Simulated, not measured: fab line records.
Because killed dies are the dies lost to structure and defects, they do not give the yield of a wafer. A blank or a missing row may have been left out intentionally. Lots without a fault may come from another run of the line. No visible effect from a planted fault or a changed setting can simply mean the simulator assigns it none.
fab line records ; flow sky130
[record] lots = 5; wafers = 15; last-day = 50
route steps=708 shown VT_ADJUST_LVTN@117 VT_ADJUST_NCORE@119 VT_ADJUST_HVTR@131 VT_ADJUST_PCH@143 SONOS_TUNNEL@154 PAD_OPEN@708
lots that met no fault: taken from a fault-free run of the same line
start-h: the number of hours between the record's first day and the start of the first shown wafer of the lot ; wait-h: hours since the lot's step before ; " unchanged from the row above ; L1.1+2: a single row standing in for several wafers ; - no value, or no start was given ; * or withheld: withheld ; < > ~ a bound
route shown NAME@n: names a module that has steps shown in the file, with the first one's number in the route ; usual: average and standard deviation across the fault-free wafers ; same: alike in all rows ; chamber/n: place in a boat ; sites: the reading at each site ; _std_site: the values' standard deviation ; _edge_site: inner sites' mean taken away from outer sites' mean ; radius-mm: how far each site lies from the wafer's centre ; mask NAME#n: copy n ; behind: the most recent tool/chamber to have shaped the wafer ; hold: what put the lot on hold/how long, in hours/how the hold closed ; device: the n, p or np transistor that did not switch ; end of line: the tests these same wafers got at the end of their route ; a step without rows: its recipe alone ; killed: dies that structure and defects cost at the first sort, which is not the same as the wafer's yield ; map: per-die view of a wafer (x killed, . not killed, _ where there is no die)
set.NAME: the setting that was run; set.NAME@STEP: the one run at that earlier step ; model.NAME: the simulator's own value behind a step, which no gauge read
lots at some steps of the route; a table a step, a row a wafer
services: from which hour (start-h, from the record's first day; less than 0 if before it) a tool's chamber was out of use, for how many hours, and why
[[steps]]
[step SKY_VT_ADJUST_LVTN_STRIP_20]
[recipe] chemistry = O2/N2; power-w = 1400; pressure-mtorr = 1500; platen-temp-c = withheld; o2-flow-sccm = 3000; n2-flow-sccm = 300; overash-fraction = 0.5
[usual] drypump-motor-current-A = 5.5/0.53; oes-product-au = 0.715/0.0046; strip-time-to-endpoint-s = 14.21/0.041
lot.wafer;tool;chamber;start-h;wait-h;drypump-motor-current-A;oes-product-au;rf-hours-counter-h;strip-time-to-endpoint-s
L825.4;plasma-asher-02;1;156.24;0.1;6.4;0.709;-;14.24
L825.5;plasma-asher-02;0;156.24;0.1;5.8;0.711;-;14.28
L825.6;plasma-asher-02;1;156.24;0.1;6.4;0.707;-;14.26
L827.1;plasma-asher-02;1;168.93;0.1;6.4;0.718;35;14.21
L827.4;plasma-asher-02;0;168.93;0.1;5.8;0.721;-;14.14
L827.5;plasma-asher-02;1;168.93;0.1;6.4;0.708;-;14.16
L836.2;plasma-asher-03;0;247.43;0.1;4.9;0.722;13;14.17
L836.3;plasma-asher-03;1;247.43;0.1;4.9;0.722;-;14.19
L836.4;plasma-asher-03;0;247.43;0.1;4.9;0.710;-;14.18
L845.3;plasma-asher-03;0;301.94;0.1;4.9;0.722;-;14.26
L845.4;plasma-asher-03;1;301.94;0.1;4.9;0.726;-;14.24
L845.5;plasma-asher-03;1;301.94;0.1;4.9;0.712;-;14.26
L846.2;plasma-asher-02;0;308.53;0.1;5.8;0.714;50;14.22
L846.4;plasma-asher-02;0;308.53;0.1;5.8;0.718;-;14.24
L846.5;plasma-asher-02;1;308.53;0.1;6.4;0.719;-;14.29
[step SKY_VT_ADJUST_LVTN_TW_MEAS_21]
[usual] VT_ADJUST_LVTN_2_TW = 188.2/1.3
lot.wafer;tool;chamber;start-h;wait-h;VT_ADJUST_LVTN_2_TW
L825.4;film-metro-01;-;156.34;0.1;186.9
L825.5;film-metro-01;-;156.34;0.1;187.4
L825.6;film-metro-01;-;156.34;0.1;187.8
L827.1;film-metro-01;-;169.03;0.1;187.4
L827.4;film-metro-01;-;169.03;0.1;188.2
L827.5;film-metro-01;-;169.03;0.1;187.1
L836.2;film-metro-02;-;247.54;0.1;189.9
L836.3;film-metro-02;-;247.54;0.1;190.3
L836.4;film-metro-02;-;247.54;0.1;191.4
L845.3;film-metro-03;-;302.03;0.1;187.9
L845.4;film-metro-03;-;302.03;0.1;186.8
L845.5;film-metro-03;-;302.03;0.1;187.9
L846.2;film-metro-02;-;308.64;0.1;188.6
L846.4;film-metro-02;-;308.64;0.1;189.7
L846.5;film-metro-02;-;308.64;0.1;188.2
[step SKY_VT_ADJUST_NCORE_DEHYDRATE_00]
[recipe] temp-c = 200; time-s = 60
[step SKY_VT_ADJUST_NCORE_HMDS_01]
[recipe] prime-time-s = 60; prime-temp-c = 120
[step SKY_VT_ADJUST_NCORE_COAT_02]
[recipe] resist = NOVOLAK; spin-rpm = 3042; resist-thk-nm = 1140
[step SKY_VT_ADJUST_NCORE_SOFTBAKE_03]
[recipe] temp-c = 90; time-s = 60; resist = NOVOLAK
[step SKY_VT_ADJUST_NCORE_EXPOSE_04]
[recipe] mask-id = LVTN_COMPLEMENT_THIN; na = 0.6; source-shape = conventional; sigma-outer = 0.6; polarization = unpolarized; target-cd-nm = 380; dose-mj = 139
[step SKY_VT_ADJUST_NCORE_PEB_05]
[recipe] temp-c = withheld; time-s = *; resist = NOVOLAK
[step SKY_VT_ADJUST_NCORE_DEVELOP_06]
[recipe] resist = NOVOLAK; developer = TMAH; develop-time-s = 60; dev-temp-c = 23
[step SKY_VT_ADJUST_NCORE_CD_MEAS_07]
[recipe] target-cd-nm = 380
[usual] cd-nm = 380.8/2.5
lot.wafer;tool;chamber;start-h;wait-h;cd-nm
L825.4;cd-sem-01;-;175.46;0.1;382.6
L825.5;cd-sem-01;-;175.46;0.1;381.6
L825.6;cd-sem-01;-;175.46;0.1;383.9
L827.1;cd-sem-01;-;189.91;0.1;378.4
L827.4;cd-sem-01;-;189.91;0.1;378.5
L827.5;cd-sem-01;-;189.91;0.1;377.5
L836.2;cd-sem-01;-;271.03;0.1;380.9
L836.3;cd-sem-01;-;271.03;0.1;379.5
L836.4;cd-sem-01;-;271.03;0.1;379.8
L845.3;cd-sem-01;-;327.52;0.1;379.8
L845.4;cd-sem-01;-;327.52;0.1;379.7
L845.5;cd-sem-01;-;327.52;0.1;379.5
L846.2;cd-sem-01;-;334.80;0.1;385.8
L846.4;cd-sem-01;-;334.80;0.1;384.3
L846.5;cd-sem-01;-;334.80;0.1;385.7
[step SKY_VT_ADJUST_NCORE_OVL_MEAS_08]
[usual] VT_ADJUST_NCORE_OVL = 0.5/1.1
lot.wafer;tool;chamber;start-h;wait-h;VT_ADJUST_NCORE_OVL[nm]
L825.4;overlay-01;-;175.53;0.1;0.3
L825.5;overlay-01;-;175.53;0.1;0.2
L825.6;overlay-01;-;175.53;0.1;0.3
L827.1;overlay-01;-;190.03;0.1;1.6
L827.4;overlay-01;-;190.03;0.1;0.6
L827.5;overlay-01;-;190.03;0.1;1.3
L836.2;overlay-02;-;271.14;0.1;1.7
L836.3;overlay-02;-;271.14;0.1;-0.2
L836.4;overlay-02;-;271.14;0.1;1.6
L845.3;overlay-01;-;327.61;0.1;-0.5
L845.4;overlay-01;-;327.61;0.1;0.2
L845.5;overlay-01;-;327.61;0.1;-0.5
L846.2;overlay-01;-;334.91;0.1;0.8
L846.4;overlay-01;-;334.91;0.1;0.5
L846.5;overlay-01;-;334.91;0.1;0.2
[step SKY_VT_ADJUST_NCORE_IMPLANT_09]
[recipe] species = B; energy-kev = 10; dose-cm2 = 2.4e+12; tilt-deg = withheld
[step SKY_VT_ADJUST_NCORE_STRIP_10]
[recipe] chemistry = O2/N2; power-w = 1400; pressure-mtorr = 1500; platen-temp-c = withheld; o2-flow-sccm = 3000; n2-flow-sccm = 300; overash-fraction = 0.5
[usual] drypump-motor-current-A = 5.2/0.39; oes-product-au = 0.715/0.0049; strip-time-to-endpoint-s = 14.12/0.035
lot.wafer;tool;chamber;start-h;wait-h;drypump-motor-current-A;oes-product-au;rf-hours-counter-h;strip-time-to-endpoint-s
L825.4;plasma-asher-04;1;175.74;0.1;5.2;0.717;-;14.11
L825.5;plasma-asher-04;1;175.74;0.1;5.2;0.716;-;14.12
L825.6;plasma-asher-04;0;175.74;0.1;5.7;0.718;-;14.09
L827.1;plasma-asher-03;0;190.22;0.1;4.9;0.720;7;14.14
L827.4;plasma-asher-03;0;190.22;0.1;4.9;0.718;-;14.12
L827.5;plasma-asher-03;0;190.22;0.1;4.9;0.717;-;14.14
L836.2;plasma-asher-01;0;271.32;0.1;6.0;0.712;58;14.08
L836.3;plasma-asher-01;0;271.32;0.1;6.0;0.712;-;14.08
L836.4;plasma-asher-01;1;271.32;0.1;4.9;0.708;-;14.11
L845.3;plasma-asher-03;1;327.82;0.1;4.9;0.714;-;14.11
L845.4;plasma-asher-03;0;327.82;0.1;4.9;0.713;-;14.15
L845.5;plasma-asher-03;0;327.82;0.1;4.9;0.718;-;14.11
L846.2;plasma-asher-04;1;335.09;0.1;5.2;0.710;63;14.10
L846.4;plasma-asher-04;0;335.09;0.1;5.7;0.714;-;14.12
L846.5;plasma-asher-04;1;335.09;0.1;5.2;0.711;-;14.12
[step SKY_VT_ADJUST_NCORE_TW_MEAS_11]
[usual] VT_ADJUST_NCORE_TW = 220.0/1.6
lot.wafer;tool;chamber;start-h;wait-h;VT_ADJUST_NCORE_TW
L825.4;film-metro-01;-;175.83;0.1;219.9
L825.5;film-metro-01;-;175.83;0.1;218.6
L825.6;film-metro-01;-;175.83;0.1;219.1
L827.1;film-metro-01;-;190.32;0.1;219.3
L827.4;film-metro-01;-;190.32;0.1;218.9
L827.5;film-metro-01;-;190.32;0.1;218.4
L836.2;film-metro-01;-;271.43;0.1;220.5
L836.3;film-metro-01;-;271.43;0.1;220.1
L836.4;film-metro-01;-;271.43;0.1;219.6
L845.3;film-metro-04;-;327.91;0.1;221.6
L845.4;film-metro-04;-;327.91;0.1;222.9
L845.5;film-metro-04;-;327.91;0.1;222.5
L846.2;film-metro-01;-;335.20;0.1;219.7
L846.4;film-metro-01;-;335.20;0.1;219.3
L846.5;film-metro-01;-;335.20;0.1;219.1
[step SKY_VT_ADJUST_HVTR_DEHYDRATE_00]
[recipe] temp-c = 200; time-s = 60
[step SKY_VT_ADJUST_HVTR_HMDS_01]
[recipe] prime-time-s = 60; prime-temp-c = 120
[step SKY_VT_ADJUST_HVTR_COAT_02]
[recipe] resist = NOVOLAK; spin-rpm = 3000; resist-thk-nm = 1140
[step SKY_VT_ADJUST_HVTR_SOFTBAKE_03]
[recipe] temp-c = 90; time-s = 60; resist = NOVOLAK
[step SKY_VT_ADJUST_HVTR_EXPOSE_04]
[recipe] mask-id = HVTRM; target-cd-nm = 380; na = 0.6; source-shape = conventional; sigma-outer = 0.6; dose-mj = 150
[step SKY_VT_ADJUST_HVTR_PEB_05]
[recipe] temp-c = withheld; time-s = *; resist = NOVOLAK
[step SKY_VT_ADJUST_HVTR_DEVELOP_06]
[recipe] develop-time-s = 60; dev-temp-c = 23
[step SKY_VT_ADJUST_HVTR_CD_MEAS_07]
[recipe] target-cd-nm = 380
[usual] cd-nm = 380.1/2.6
lot.wafer;tool;chamber;start-h;wait-h;cd-nm
L825.4;cd-sem-02;-;197.09;0.1;377.7
L825.5;cd-sem-02;-;197.09;0.1;377.7
L825.6;cd-sem-02;-;197.09;0.1;376.9
L827.1;cd-sem-02;-;212.66;0.1;379.2
L827.4;cd-sem-02;-;212.66;0.1;378.2
L827.5;cd-sem-02;-;212.66;0.1;377.6
L836.2;cd-sem-01;-;296.13;0.1;380.0
L836.3;cd-sem-01;-;296.13;0.1;381.9
L836.4;cd-sem-01;-;296.13;0.1;381.5
L845.3;cd-sem-02;-;354.72;0.1;378.8
L845.4;cd-sem-02;-;354.72;0.1;379.1
L845.5;cd-sem-02;-;354.72;0.1;378.5
L846.2;cd-sem-01;-;361.85;0.1;379.3
L846.4;cd-sem-01;-;361.85;0.1;379.1
L846.5;cd-sem-01;-;361.85;0.1;378.6
[step SKY_VT_ADJUST_HVTR_OVL_MEAS_08]
[usual] VT_ADJUST_HVTR_OVL = 1.0/1.5
lot.wafer;tool;chamber;start-h;wait-h;VT_ADJUST_HVTR_OVL[nm]
L825.4;overlay-02;-;197.17;0.1;-1.0
L825.5;overlay-02;-;197.17;0.1;1.1
L825.6;overlay-02;-;197.17;0.1;-1.3
L827.1;overlay-02;-;212.78;0.1;1.7
L827.4;overlay-02;-;212.78;0.1;-0.1
L827.5;overlay-02;-;212.78;0.1;0.8
L836.2;overlay-02;-;296.24;0.1;1.7
L836.3;overlay-02;-;296.24;0.1;1.7
L836.4;overlay-02;-;296.24;0.1;-0.3
L845.3;overlay-01;-;354.81;0.1;-0.7
L845.4;overlay-01;-;354.81;0.1;1.1
L845.5;overlay-01;-;354.81;0.1;1.3
L846.2;overlay-02;-;361.96;0.1;2.3
L846.4;overlay-02;-;361.96;0.1;2.2
L846.5;overlay-02;-;361.96;0.1;1.0
[step SKY_VT_ADJUST_HVTR_IMPLANT_09]
[recipe] species = B; energy-kev = 10; dose-cm2 = 2.1e+12; tilt-deg = withheld
[step SKY_VT_ADJUST_HVTR_STRIP_10]
[recipe] chemistry = O2/N2; power-w = 1400; pressure-mtorr = 1500; platen-temp-c = withheld; o2-flow-sccm = 3000; n2-flow-sccm = 300; overash-fraction = 0.5
[usual] drypump-motor-current-A = 5.7/0.5; oes-product-au = 0.715/0.0043; strip-time-to-endpoint-s = 14.21/0.042
lot.wafer;tool;chamber;start-h;wait-h;drypump-motor-current-A;oes-product-au;rf-hours-counter-h;strip-time-to-endpoint-s
L825.4;plasma-asher-02;0;197.37;0.1;5.9;0.709;-;14.27
L825.5;plasma-asher-02;1;197.37;0.1;6.4;0.710;-;14.20
L825.6;plasma-asher-02;0;197.37;0.1;5.8;0.702;-;14.20
L827.1;plasma-asher-02;1;212.97;0.1;6.4;0.713;40;14.19
L827.4;plasma-asher-02;1;212.97;0.1;6.4;0.710;-;14.19
L827.5;plasma-asher-02;0;212.97;0.1;5.8;0.715;-;14.15
L836.2;plasma-asher-02;0;296.42;0.1;5.8;0.720;49;14.27
L836.3;plasma-asher-02;0;296.42;0.1;5.9;0.715;-;14.26
L836.4;plasma-asher-02;1;296.42;0.1;6.4;0.718;-;14.26
L845.3;plasma-asher-01;0;355.02;0.1;6.0;0.723;-;14.16
L845.4;plasma-asher-01;1;355.02;0.1;5.0;0.720;-;14.26
L845.5;plasma-asher-01;0;355.02;0.1;6.0;0.714;-;14.23
L846.2;plasma-asher-01;0;362.14;0.1;6.1;0.715;67;14.23
L846.4;plasma-asher-01;0;362.14;0.1;6.0;0.718;-;14.26
L846.5;plasma-asher-01;0;362.14;0.1;6.0;0.714;-;14.24
[step SKY_VT_ADJUST_HVTR_TW_MEAS_11]
[usual] VT_ADJUST_HVTR_TW = 211.9/1.8
lot.wafer;tool;chamber;start-h;wait-h;VT_ADJUST_HVTR_TW
L825.4;film-metro-02;-;197.47;0.1;214.0
L825.5;film-metro-02;-;197.47;0.1;213.0
L825.6;film-metro-02;-;197.47;0.1;214.0
L827.1;film-metro-02;-;213.07;0.1;214.0
L827.4;film-metro-02;-;213.07;0.1;214.0
L827.5;film-metro-02;-;213.07;0.1;213.6
L836.2;film-metro-04;-;296.53;0.1;212.8
L836.3;film-metro-04;-;296.53;0.1;212.6
L836.4;film-metro-04;-;296.53;0.1;213.3
L845.3;film-metro-02;-;355.11;0.1;213.7
L845.4;film-metro-02;-;355.11;0.1;213.1
L845.5;film-metro-02;-;355.11;0.1;213.0
L846.2;film-metro-04;-;362.25;0.1;213.2
L846.4;film-metro-04;-;362.25;0.1;214.1
L846.5;film-metro-04;-;362.25;0.1;213.5
[step SKY_VT_ADJUST_PCH_DEHYDRATE_00]
[recipe] temp-c = 200; time-s = 60
[step SKY_VT_ADJUST_PCH_HMDS_01]
[recipe] prime-time-s = 60; prime-temp-c = 120
[step SKY_VT_ADJUST_PCH_COAT_02]
[recipe] spin-rpm = 2000; resist-thk-nm = 3000
[step SKY_VT_ADJUST_PCH_SOFTBAKE_03]
[recipe] temp-c = 110; time-s = withheld
[step SKY_VT_ADJUST_PCH_EXPOSE_04]
[recipe] mask-id = NWM; na = 0.6; source-shape = conventional; sigma-outer = 0.6; polarization = unpolarized; target-cd-nm = 840; dose-mj = 255
[step SKY_VT_ADJUST_PCH_PEB_05]
[recipe] temp-c = 115; time-s = withheld
[step SKY_VT_ADJUST_PCH_DEVELOP_06]
[recipe] wall-angle-deg = 90; developer = TMAH; develop-time-s = 60; dev-temp-c = 23
[step SKY_VT_ADJUST_PCH_OVL_MEAS_07]
[usual] VT_ADJUST_PCH_OVL = 0.6/1.3
lot.wafer;tool;chamber;start-h;wait-h;VT_ADJUST_PCH_OVL[nm]
L825.4;overlay-02;-;219.54;-;2.6
L825.5;overlay-02;-;219.54;-;2.4
L825.6;overlay-02;-;219.54;-;1.9
L827.1;overlay-02;-;235.15;-;1.2
L827.4;overlay-02;-;235.15;-;0.1
L827.5;overlay-02;-;235.15;-;0.4
L836.2;overlay-02;-;322.58;-;2.1
L836.3;overlay-02;-;322.58;-;0.8
L836.4;overlay-02;-;322.58;-;-0.4
L845.3;overlay-02;-;382.36;-;-0.1
L845.4;overlay-02;-;382.36;-;0.6
L845.5;overlay-02;-;382.36;-;-1.8
L846.2;overlay-02;-;390.23;-;0.9
L846.4;overlay-02;-;390.23;-;0.9
L846.5;overlay-02;-;390.23;-;-0.2
[step SKY_VT_ADJUST_PCH_IMPLANT_08]
[recipe] species = B; energy-kev = 10; dose-cm2 = 5e+11; tilt-deg = withheld
[step SKY_VT_ADJUST_PCH_STRIP_09]
[recipe] chemistry = O2/N2; power-w = 1400; pressure-mtorr = 1500; platen-temp-c = withheld; o2-flow-sccm = 3000; n2-flow-sccm = 300; overash-fraction = 0.5
[usual] drypump-motor-current-A = 5.5/0.61; oes-product-au = 0.722/0.0048; strip-time-to-endpoint-s = 36.90/0.11
lot.wafer;tool;chamber;start-h;wait-h;drypump-motor-current-A;oes-product-au;rf-hours-counter-h;strip-time-to-endpoint-s
L825.4;plasma-asher-03;1;219.74;0.1;4.9;0.731;-;37.04
L825.5;plasma-asher-03;0;219.74;0.1;4.9;0.726;-;37.17
L825.6;plasma-asher-03;1;219.74;0.1;4.9;0.721;-;36.95
L827.1;plasma-asher-02;1;235.37;0.1;6.4;0.732;42;36.97
L827.4;plasma-asher-02;0;235.37;0.1;5.8;0.732;-;36.89
L827.5;plasma-asher-02;0;235.37;0.1;5.8;0.725;-;36.88
L836.2;plasma-asher-02;1;322.76;0.1;6.4;0.721;52;36.73
L836.3;plasma-asher-02;1;322.76;0.1;6.4;0.726;-;36.84
L836.4;plasma-asher-02;0;322.76;0.1;5.9;0.731;-;36.78
L845.3;plasma-asher-03;1;382.57;0.1;4.9;0.723;-;36.90
L845.4;plasma-asher-03;0;382.57;0.1;4.9;0.723;-;36.73
L845.5;plasma-asher-03;0;382.57;0.1;4.9;0.719;-;36.83
L846.2;plasma-asher-03;1;391.08;0.1;4.9;0.731;24;37.15
L846.4;plasma-asher-03;0;391.08;0.1;4.9;0.721;-;37.03
L846.5;plasma-asher-03;0;391.08;0.1;4.9;0.730;-;37.06
[step SKY_VT_ADJUST_PCH_TW_MEAS_10]
[usual] VT_ADJUST_PCH_TW = 143.4/0.78
lot.wafer;tool;chamber;start-h;wait-h;VT_ADJUST_PCH_TW
L825.4;film-metro-01;-;219.84;0.1;142.0
L825.5;film-metro-01;-;219.84;0.1;141.8
L825.6;film-metro-01;-;219.84;0.1;142.4
L827.1;film-metro-01;-;235.47;0.1;141.9
L827.4;film-metro-01;-;235.47;0.1;141.8
L827.5;film-metro-01;-;235.47;0.1;142.4
L836.2;film-metro-02;-;322.87;0.1;143.6
L836.3;film-metro-02;-;322.87;0.1;143.9
L836.4;film-metro-02;-;322.87;0.1;144.3
L845.3;film-metro-01;-;382.65;0.1;142.4
L845.4;film-metro-01;-;382.65;0.1;142.5
L845.5;film-metro-01;-;382.65;0.1;143.1
L846.2;film-metro-02;-;391.19;0.1;143.1
L846.4;film-metro-02;-;391.19;0.1;143.4
L846.5;film-metro-02;-;391.19;0.1;143.3
[step SKY_SONOS_TUNNEL_DEHYDRATE_00]
[recipe] temp-c = 200; time-s = 60
[step SKY_SONOS_TUNNEL_HMDS_01]
[recipe] prime-time-s = 60; prime-temp-c = 120
[step SKY_SONOS_TUNNEL_COAT_02]
[recipe] resist = NOVOLAK; spin-rpm = 3000; resist-thk-nm = 1140
[step SKY_SONOS_TUNNEL_SOFTBAKE_03]
[recipe] temp-c = 90; time-s = 60; resist = NOVOLAK
[step SKY_SONOS_TUNNEL_EXPOSE_04]
[recipe] mask-id = TUNM; na = 0.6; source-shape = conventional; sigma-outer = 0.6; polarization = unpolarized; target-cd-nm = 410; dose-mj = 136
[step SKY_PAD_OPEN_PROBE_99]
[usual] killed_at_M0_to_M3 = 44/7.2; killed_at_M4_up = 3.2/1.8; killed-at-contacts = 24/5.4; killed-at-front-end = 15/4; killed-at-other = 0.3/0.56; killed-dies = 87/9.2; killed-open = 47/7.3; killed-short = 39/5.7
[same] gross-dies = 492; killed-at-back-side = 0
lot.wafer;tool;chamber;start-h;wait-h;killed_at_M0_to_M3;killed_at_M4_up;killed-at-contacts;killed-at-front-end;killed-at-other;killed-dies;killed-open;killed-short
L825.4;prober-02;-;1067.25;0.2;48;4;33;11;0;96;63;32
L825.5;prober-02;-;1067.30;0.2;42;1;16;11;1;71;43;28
L825.6;prober-02;-;1067.35;0.2;42;3;23;13;0;81;49;32
L827.1;prober-02;-;1080.74;0.1;27;4;32;18;0;81;46;35
L827.4;prober-02;-;1080.89;0.2;48;5;26;24;0;103;61;42
L827.5;prober-02;-;1080.94;0.2;46;4;22;23;0;95;49;46
L836.2;prober-02;-;1152.21;0.1;49;3;19;22;0;93;45;47
L836.3;prober-02;-;1152.26;0.2;45;5;17;14;0;81;38;43
L836.4;prober-02;-;1152.31;0.2;49;4;14;15;0;82;39;42
L845.3;prober-02;-;1187.48;0.2;37;1;24;21;0;83;47;36
L845.4;prober-02;-;1187.53;0.2;28;2;17;64;0;111;45;25
L845.5;prober-02;-;1187.58;0.2;35;3;18;61;1;118;48;27
L846.2;prober-01;-;1190.98;0.1;55;1;33;8;0;97;59;38
L846.4;prober-01;-;1191.08;0.2;54;1;29;16;0;100;64;36
L846.5;prober-01;-;1191.13;0.2;48;4;34;15;0;101;61;40
// killed by level:class
L825.4 CONTACT:geometric-particle:open=14 LI_CONTACT:geometric-particle:open=13 VIA3:geometric-particle:open=9 VIA1:geometric-particle:open=8 METAL2:geometric-particle:short=7 VIA2:geometric-particle:open=6 VIA1:geometric-particle:short=6 LOCAL_INTERCONNECT:geometric-particle:short=5
L825.5 VIA1:geometric-particle:open=12 VIA3:geometric-particle:open=8 LI_CONTACT:geometric-particle:open=7 METAL2:geometric-particle:short=5 POLY_GATE:geometric-particle:open=4 CONTACT:geometric-particle:open=4 METAL1:geometric-particle:short=4 VIA1:geometric-particle:short=4
L825.6 VIA1:geometric-particle:open=10 CONTACT:geometric-particle:open=8 LI_CONTACT:geometric-particle:open=7 VIA2:geometric-particle:open=7 VIA3:geometric-particle:open=6 FIELD_ISO:geometric-particle:open=5 METAL1:geometric-particle:short=5 VIA1:geometric-particle:short=5
L827.1 LI_CONTACT:geometric-particle:open=11 FIELD_ISO:geometric-particle:open=7 CONTACT:geometric-particle:open=7 LI_CONTACT:geometric-particle:short=6 CONTACT:geometric-particle:short=6 VIA2:geometric-particle:open=6 VIA1:geometric-particle:open=5 POLY_GATE:geometric-particle:short=4
L827.4 VIA3:geometric-particle:open=12 CONTACT:geometric-particle:open=10 VIA1:geometric-particle:open=10 METAL2:geometric-particle:short=8 VIA2:geometric-particle:open=7 FIELD_ISO:geometric-particle:open=6 POLY_GATE:geometric-particle:open=6 FIELD_ISO:geometric-particle:short=5
L827.5 VIA1:geometric-particle:open=15 CONTACT:geometric-particle:open=10 POLY_GATE:geometric-particle:short=8 FIELD_ISO:geometric-particle:short=6 METAL2:geometric-particle:short=6 LOCAL_INTERCONNECT:geometric-particle:short=5 FIELD_ISO:geometric-particle:open=4 VIA1:geometric-particle:short=4
L836.2 VIA1:geometric-particle:open=11 METAL2:geometric-particle:short=7 LI_CONTACT:geometric-particle:open=6 METAL1:geometric-particle:short=6 FIELD_ISO:geometric-particle:short=5 POLY_GATE:geometric-particle:short=5 POLY_GATE:geometric-particle:open=5 CONTACT:geometric-particle:open=5
L836.3 METAL1:geometric-particle:short=9 VIA1:geometric-particle:open=8 VIA2:geometric-particle:open=8 METAL2:geometric-particle:short=7 CONTACT:geometric-particle:open=6 VIA3:geometric-particle:open=5 POLY_GATE:geometric-particle:short=4 LI_CONTACT:geometric-particle:open=4
L836.4 VIA1:geometric-particle:open=9 VIA3:geometric-particle:open=9 FIELD_ISO:geometric-particle:short=7 VIA2:geometric-particle:open=7 VIA1:geometric-particle:short=6 CONTACT:geometric-particle:open=6 METAL2:geometric-particle:short=5 VIA2:geometric-particle:short=4
L845.3 CONTACT:geometric-particle:open=10 VIA2:geometric-particle:open=8 VIA1:geometric-particle:open=6 FIELD_ISO:geometric-particle:open=5 FIELD_ISO:geometric-particle:short=5 POLY_GATE:geometric-particle:short=5 POLY_GATE:geometric-particle:open=5 CONTACT:geometric-particle:short=5
L845.4 VT_ADJUST_NCORE:unspecified=40 POLY_GATE:geometric-particle:open=9 LI_CONTACT:geometric-particle:open=9 FIELD_ISO:geometric-particle:open=7 VIA2:geometric-particle:open=5 VIA3:geometric-particle:open=5 CONTACT:geometric-particle:short=4 POLY_GATE:geometric-particle:short=4
L845.5 VT_ADJUST_NCORE:unspecified=43 VIA1:geometric-particle:open=10 FIELD_ISO:geometric-particle:open=7 VIA2:geometric-particle:open=6 CONTACT:geometric-particle:open=6 FIELD_ISO:geometric-particle:short=4 LI_CONTACT:geometric-particle:open=4 VIA1:geometric-particle:short=4
L846.2 VIA1:geometric-particle:open=19 CONTACT:geometric-particle:open=11 LI_CONTACT:geometric-particle:open=9 VIA3:geometric-particle:open=8 METAL2:geometric-particle:short=6 VIA2:geometric-particle:open=5 LI_CONTACT:geometric-particle:short=5 LOCAL_INTERCONNECT:geometric-particle:short=5
L846.4 VIA1:geometric-particle:open=17 CONTACT:geometric-particle:open=13 METAL2:geometric-particle:short=10 LI_CONTACT:geometric-particle:open=9 VIA3:geometric-particle:open=6 CONTACT:geometric-particle:short=5 METAL1:geometric-particle:short=5 VIA2:geometric-particle:open=5
L846.5 VIA1:geometric-particle:open=15 CONTACT:geometric-particle:open=14 VIA2:geometric-particle:open=9 LOCAL_INTERCONNECT:geometric-particle:short=8 LI_CONTACT:geometric-particle:open=5 METAL2:geometric-particle:short=5 FIELD_ISO:geometric-particle:open=3 SPACER:geometric-particle:open=3
// map L845.5 (x killed, . not)
__________x........x_________
________.........x...._______
______.x...x.x...x......_____
_____...x...x.....x...x.x____
____x..x..x...........x...___
___..............x..x.....x__
__x....x.............x......_
_....xx..x........x.x........
_.....x.x......x..........x..
_....xx...x...x....x........x
_.....xxxxx..x.....x...x...x.
_...xxxxx............x.xx....
_x..xxxxxxx...........x...x..
_.xxxxxxxxxxx.....x........x.
_..xxxxxxxxx.................
__.xxxxxxx............x....._
___.xxx.x.x.....x..xx.x..x.__
____x..........x.x........___
_____..x.............x...____
______.......x....x.x.x._____
________.x..x.x......._______
__________..xx......_________
// map L827.4 (x killed, . not)
__________...x......_________
________xx..xx..x.x..._______
______....xx..x.......x._____
_____.xx.xx........x..x.x____
____.........x....x..x....___
___.x....x.............x...__
__...x.x.xxx.......x........_
_...x.x.x..xx.x..xx..x.x.....
_...x.....x..x......x........
_...x..x...x...x........x....
_...xxxx......x........x....x
_........xx.x......xx.......x
_.....xx............x....x.x.
_...x..x...x..x.......x..x...
_x........x..x.x..x.....x....
__..............xx.........._
___............x.x......xx.__
____.....x.x........x.x..x___
_____.xxx..x.x.....x..x..____
______x................._____
________........x....x_______
__________....x.x.x._________
[[services]]
tool;chamber;start-h;hours;kind
plasma-asher-04;-;143.85;6.0;repair
plasma-asher-01;-;163.85;1.7;repair
plasma-asher-02;-;184.35;0.9;repair
plasma-asher-03;-;239.85;1.7;repair
plasma-asher-03;-;262.27;14.6;pm
plasma-asher-01;-;265.96;2.7;repair
plasma-asher-04;-;301.40;1.2;repair
plasma-asher-03;-;304.46;11.6;repair
plasma-asher-02;-;387.77;0.6;repair
[[key]]
[first-sign] step = SKY_PAD_OPEN_PROBE_99; reading = killed-at-front-end; direction = up; sigmas = 12; usual = 15; struck = 62
[effect] step = SKY_PAD_OPEN_PROBE_99; reading = killed-dies; direction = up; sigmas = 3; usual = 87; struck = 114
met-at SKY_VT_ADJUST_NCORE_STRIP_10
struck-wafers L845.4,L845.5
tester-left-out L845
onset-between 190.22 327.82
[fault] kind = chamber-particle-source; tool = plasma-asher-03; chamber = 0; onset-h = 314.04; steps = SKY_VT_ADJUST_NCORE_STRIP_10; rate-per-visit-cm2 = 0.48158; end-h = 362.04
// tester-left-out: of these lots the tester's yield and bins aren't shown, on N5 and GAA mostly nor the transistor test; their killed dies are dies lost to structure and defects alone, not to doping, threshold or leakage, so they don't give the yield
